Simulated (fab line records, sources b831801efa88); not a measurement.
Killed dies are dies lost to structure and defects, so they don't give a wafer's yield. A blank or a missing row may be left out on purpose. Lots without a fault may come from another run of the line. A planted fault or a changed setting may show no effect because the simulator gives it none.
Which tool did it? | flow sky130 | 12 lots, 36 wafers sampled, at 5 steps of a route of 708

WHAT THE GAUGES READ, wafer by wafer
SKY_VT_ADJUST_LVTN_OVL_MEAS_07.
lot  | measured     | on         | VT_ADJUST_LVTN_OVL (nm)
L950 | day 7 04:59  | overlay-01 | -0.8 1.2 -0.3
L951 | day 7 09:26  | overlay-01 | 2.7 -0.4 1.2
L952 | day 7 15:26  | overlay-02 | -0.3 3.3 3.4
L953 | day 7 23:25  | overlay-01 | -0.9 0.9 -0.9
L956 | day 8 18:01  | overlay-01 | 0.0 0.1 -0.4
L957 | day 8 19:50  | overlay-01 | 0.1 -2.2 1.0
L958 | day 9 07:07  | overlay-01 | 2.0 5.1 3.0
L961 | day 10 11:52 | overlay-01 | 2.0 2.2 1.3
L962 | day 10 13:17 | overlay-01 | -2.9 -2.6 -3.0
L963 | day 10 20:02 | overlay-02 | 1.4 2.5 2.8
L965 | day 11 12:31 | overlay-01 | 0.3 0.6 1.0
L972 | day 13 09:01 | overlay-01 | 1.7 2.9 1.5

SKY_VT_ADJUST_LVTN_OVL_MEAS_18.
lot  | measured     | on         | VT_ADJUST_LVTN_01_OVL (nm)
L950 | day 8 00:17  | overlay-02 | 1.4 1.3 1.3
L951 | day 8 04:38  | overlay-02 | -0.4 -1.4 0.5
L952 | day 8 11:50  | overlay-02 | 1.0 1.9 0.3
L953 | day 8 20:08  | overlay-02 | -0.1 -0.1 -0.1
L956 | day 9 15:13  | overlay-02 | 0.4 -0.7 0.7
L957 | day 9 17:32  | overlay-02 | -2.2 -2.0 -0.3
L958 | day 10 04:46 | overlay-01 | 0.2 1.0 -0.6
L961 | day 11 11:10 | overlay-02 | -1.3 -0.6 -1.0
L962 | day 11 12:59 | overlay-02 | 0.2 -0.4 -0.5
L963 | day 11 20:20 | overlay-01 | -2.0 -1.1 -3.0
L965 | day 12 13:31 | overlay-01 | 1.0 0.3 1.4
L972 | day 14 11:11 | overlay-02 | -0.2 -1.0 0.0

SKY_VT_ADJUST_NCORE_TW_MEAS_11.
lot  | measured     | on            | VT_ADJUST_NCORE_TW
L950 | day 8 21:58  | film_metro-01 | 219.3 221.7 220.2
L951 | day 9 01:47  | film_metro-04 | 216.4 216.0 216.0
L952 | day 9 10:11  | film_metro-01 | 220.7 220.6 222.1
L953 | day 9 18:14  | film_metro-03 | 219.1 218.4 218.3
L956 | day 10 14:37 | film_metro-01 | 220.7 220.5 220.3
L957 | day 10 16:22 | film_metro-04 | 215.9 217.4 216.2
L958 | day 11 04:13 | film_metro-01 | 218.4 220.0 219.4
L961 | day 12 12:03 | film_metro-03 | 219.5 220.1 219.4
L962 | day 12 13:38 | film_metro-01 | 221.8 221.0 219.7
L963 | day 12 21:05 | film_metro-01 | 197.9 197.5 197.3
L965 | day 13 15:37 | film_metro-03 | 196.2 196.1 195.0
L972 | day 15 14:34 | film_metro-01 | 219.0 221.1 218.3

WHICH TOOL RAN EACH LOT (tool, then ch and the chambers of the sampled wafers, then the start)
lot  | SKY_FIELD_ISO_ETCH_15             | SKY_VT_ADJUST_NCORE_IMPLANT_09
L950 | rie_diel-04 ch 0,3, day 2 10:49   | implanter-04 ch 0, day 8 21:44
L951 | rie_diel-01 ch 0,3, day 2 15:46   | implanter-03 ch 0, day 9 01:34
L952 | rie_diel-02 ch 1,2, day 2 21:42   | implanter-04 ch 0, day 9 09:58
L953 | rie_diel-04 ch 1,3, day 3 03:48   | implanter-04 ch 0, day 9 17:59
L956 | rie_diel-04 ch 0,1,2, day 3 17:37 | implanter-03 ch 0, day 10 14:22
L957 | rie_diel-02 ch 1,2,3, day 3 21:57 | implanter-04 ch 0, day 10 16:07
L958 | rie_diel-02 ch 0,3, day 4 03:33   | implanter-01 ch 0, day 11 03:58
L961 | rie_diel-04 ch 1,3, day 4 20:52   | implanter-04 ch 0, day 12 11:48
L962 | rie_diel-02 ch 2,3, day 5 00:04   | implanter-03 ch 0, day 12 13:24
L963 | rie_diel-02 ch 2,3, day 5 06:16   | implanter-04 ch 0, day 12 20:50
L965 | rie_diel-04 ch 1,2,3, day 5 20:42 | implanter-04 ch 0, day 13 15:22
L972 | rie_diel-04 ch 0,2,3, day 7 04:57 | implanter-01 ch 0, day 15 14:19
- SKY_FIELD_ISO_ETCH_15: etches the open film in CHF3/O2, stops on Si, target depth 180 nm, time 72 s.
- SKY_VT_ADJUST_NCORE_IMPLANT_09

WHAT THE TOOLS THEMSELVES READ (means of the sampled wafers that have a number; where no wafer has one, the mark that the record gives instead)
SKY_FIELD_ISO_ETCH_15.
lot  | tool        | drypump_motor_current_A (A) | oes_product_au (a.u.) | rf_fwd_power_W (W) | throttle_valve_pct (%)
L950 | rie_diel-04 | 5.7                         | 0.949                 | 594.3              | 8.848
L951 | rie_diel-01 | 6.0                         | 0.955                 | 595.6              | 8.850
L952 | rie_diel-02 | 5.4                         | 0.953                 | 595.4              | 8.841
L953 | rie_diel-04 | 6.1                         | 0.955                 | 594.5              | 8.852
L956 | rie_diel-04 | 6.1                         | 0.945                 | 597.3              | 8.839
L957 | rie_diel-02 | 5.6                         | 0.946                 | 595.9              | 8.847
L958 | rie_diel-02 | 6.0                         | 0.944                 | 595.9              | 8.843
L961 | rie_diel-04 | 6.1                         | 0.944                 | 596.3              | 8.834
L962 | rie_diel-02 | 5.7                         | 0.944                 | 596.7              | 8.843
L963 | rie_diel-02 | 5.4                         | 0.945                 | 597.9              | 8.852
L965 | rie_diel-04 | 6.1                         | 0.952                 | 598.4              | 8.854
L972 | rie_diel-04 | 5.9                         | 0.955                 | 597.1              | 8.841

SKY_VT_ADJUST_NCORE_IMPLANT_09.
lot  | tool         | beam_energy_keV
L950 | implanter-04 | 9.9983
L951 | implanter-03 | 10.0012
L952 | implanter-04 | 9.9979
L953 | implanter-04 | 10.0007
L956 | implanter-03 | 10.0009
L957 | implanter-04 | 10.0040
L958 | implanter-01 | 9.9982
L961 | implanter-04 | 10.0040
L962 | implanter-03 | 10.0015
L963 | implanter-04 | 6.1529
L965 | implanter-04 | 6.1516
L972 | implanter-01 | 9.9974

THE ANSWER, worked out from the rows above alone
Rule: what is usual is taken from the lots themselves. Put in order of their means at a reading, lots are off if they are a third of the lots or fewer, leave a main group of 4 or more, and stand apart from it by a gap of 3 or more times the standard deviation of the main group's means; of several such gaps the widest counts. A main group whose means are all the same, to the digits that the tables above print for the reading, isn't used. A lot without any number at a reading at which 4 lots or more have one is off too. The other lots that the step has rows for count as sound. The gauges are gone through in route order, then the tools' own readings, and for those a lot's mean is taken as printed above. The first step at which some lot is off is used, and at that step the reading that is off furthest; a lot without a number counts as furthest.
Off: L963, L965, at SKY_VT_ADJUST_NCORE_TW_MEAS_11 (VT_ADJUST_NCORE_TW). The main group: mean 219.2, standard deviation 1.6.
A tool fits if, at a process step before that reading, it ran every lot that is off, and no sound lot after the first of them. The gauges at SKY_VT_ADJUST_NCORE_TW_MEAS_11 aren't tried: what is off there is off at SKY_VT_ADJUST_NCORE_IMPLANT_09 too, on other tools, and a gauge's error can't cause that. One fits: implanter-04 at SKY_VT_ADJUST_NCORE_IMPLANT_09. Its last sound lot is L961 (day 12 11:48), its first lot that is off L963 (day 12 20:50): a fault that began between those two fits.
The tool's own readings at SKY_VT_ADJUST_NCORE_IMPLANT_09 bear it out: on the lots that are off they differ by more than 5 times the standard deviation of the sound lots' means. beam_energy_keV reads 6.1523 there against 10.0004 on the sound lots.

WHAT THE SIMULATOR HAD PUT IN
Process parameter drift: implanter-04, from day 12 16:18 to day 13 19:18, at SKY_VT_ADJUST_NCORE_IMPLANT_09. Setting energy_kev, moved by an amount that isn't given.
Lots struck among those shown: L963, L965. The rule above found the same.
